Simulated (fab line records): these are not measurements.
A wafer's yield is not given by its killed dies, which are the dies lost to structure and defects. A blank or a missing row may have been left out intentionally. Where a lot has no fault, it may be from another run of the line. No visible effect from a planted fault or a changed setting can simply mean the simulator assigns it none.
A lot that was struck, set against a sound lot || flow sfq-line || 13 out of 325 route steps
Sound: wafers L818.1, L818.5, L818.6. The struck wafers were L821.1, L821.3, L821.5. Last of all comes the cause.
At each step with rows: each side's tool, then ch and its chambers, then its first start. Under that, the readings that differ: sound wafers || struck wafers || difference of the means || sigmas: that difference in standard deviations of wafers without a fault.
alike: words and numbers the same on both sides, and readings whose means are apart by under 2 such deviations; not compared: readings that were withheld, readings missing a value for some wafer, numbers with overlapping values and no deviation given by the record, and bounds like >300 which may hide the same value.
A row with sigmas, a row that says differs or no value, or rows on one side alone: a step with any of these is where the two part. Non-overlapping numbers with no deviation appear without sigmas and do not part them. A reading that every wafer of one side lacks parts them only if that side has two wafers or more.

first, 6 steps without rows for these wafers: SFQ_TRILAYER_M0_LITHO_COAT_026 (resist thk 62 nm); SFQ_TRILAYER_M0_LITHO_COAT_021 (resist thk 600 nm); SFQ_TRILAYER_M0_LITHO_SOFTBAKE_025; SFQ_TRILAYER_M0_LITHO_EXPOSE_022 (exposes mask M0, target cd 500 nm); SFQ_TRILAYER_M0_LITHO_PEB_024 (peb time 60 s); SFQ_TRILAYER_M0_LITHO_DEVELOP_023 (time 60 s).
SFQ_M0_OVL_MEAS_906:
  sound: overlay-02 at day 15 08:50; struck: overlay-01 at day 16 14:01
  alike: M0_OVL
SFQ_TRILAYER_M0_BARC_OPEN_METAL_ETCH_031: etches BARC in O2, target depth 125 nm, time 41.7 s.
  sound on rie-metal-01 ch 0,1, day 15 08:53; struck on rie-metal-02 ch 0, day 16 14:03
  alike: chamber-pressure-mTorr, drypump-motor-current-A, oes-product-au, rf-fwd-power-W
  not compared: rf-hours-counter-h
SFQ_TRILAYER_M0_ETCH_METAL_ETCH_024: etches Nb in Cl2/Ar, stops on SiO2, target depth 240 nm, time 120 s.
  sound on rie-metal-01 ch 0,1, day 15 08:56; struck on rie-metal-02 ch 0, day 16 14:07
  alike: chamber-pressure-mTorr, drypump-motor-current-A, oes-product-au, rf-fwd-power-W
  not compared: rf-hours-counter-h
SFQ_TRILAYER_M0_STRIP_STRIP_025: strips in O2.
  sound on rie-metal-01 ch 0,1, day 15 09:04; struck on rie-metal-02 ch 0, day 16 14:14
  alike: chamber-pressure-mTorr, drypump-motor-current-A, oes-product-au
  not compared: rf-hours-counter-h
then, 1 step without rows for these wafers: SFQ_TRILAYER_M0_STRIP_SOLV_CLEAN_026 (cleans in NMP, time 600 s).
SFQ_TRILAYER_I0_DEP_PECVD_027: deposits SiO2 from SiH4/N2O, time 111.11 s, target thk 500 nm.
  sound on pecvd-02 ch 0,1,2, day 15 09:50; struck on pecvd-02 ch 0,1,2, day 16 15:01
{"reading": "rf-fwd-power-W (W)", "sound": "182.1 182.9 182.9", "struck": "210.9 212.4 212.7", "difference": "+29.4", "sigmas": "+47"}
{"reading": "model.SiO2_of_TRILAYER_I0_DEP_PECVD_027.thk-nm (nm)", "sound": "494.2 502.8 503.2", "struck": "515.5 517.5 529.1", "difference": "+20.6", "sigmas": ""}
  alike: heater-power-w, throttle-valve-pct
  not compared: since-wet-clean-h
SFQ_TRILAYER_I0_CMP_CMP_028: polishes SiO2.
  sound on cmp-01 ch 0,1,3, day 15 11:25; struck on cmp-02 ch 0,1, day 16 15:05
  alike: motor-current-A, time-to-endpoint-s

WHERE THEY PART
Only at SFQ_TRILAYER_I0_DEP_PECVD_027, within this record. Later steps at which nothing parts them and some readings are alike: SFQ_TRILAYER_I0_CMP_CMP_028.

WHY: the cause the simulator had injected
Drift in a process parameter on pecvd-02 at SFQ_TRILAYER_I0_DEP_PECVD_027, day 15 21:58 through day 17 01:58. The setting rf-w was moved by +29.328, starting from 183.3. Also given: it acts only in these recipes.
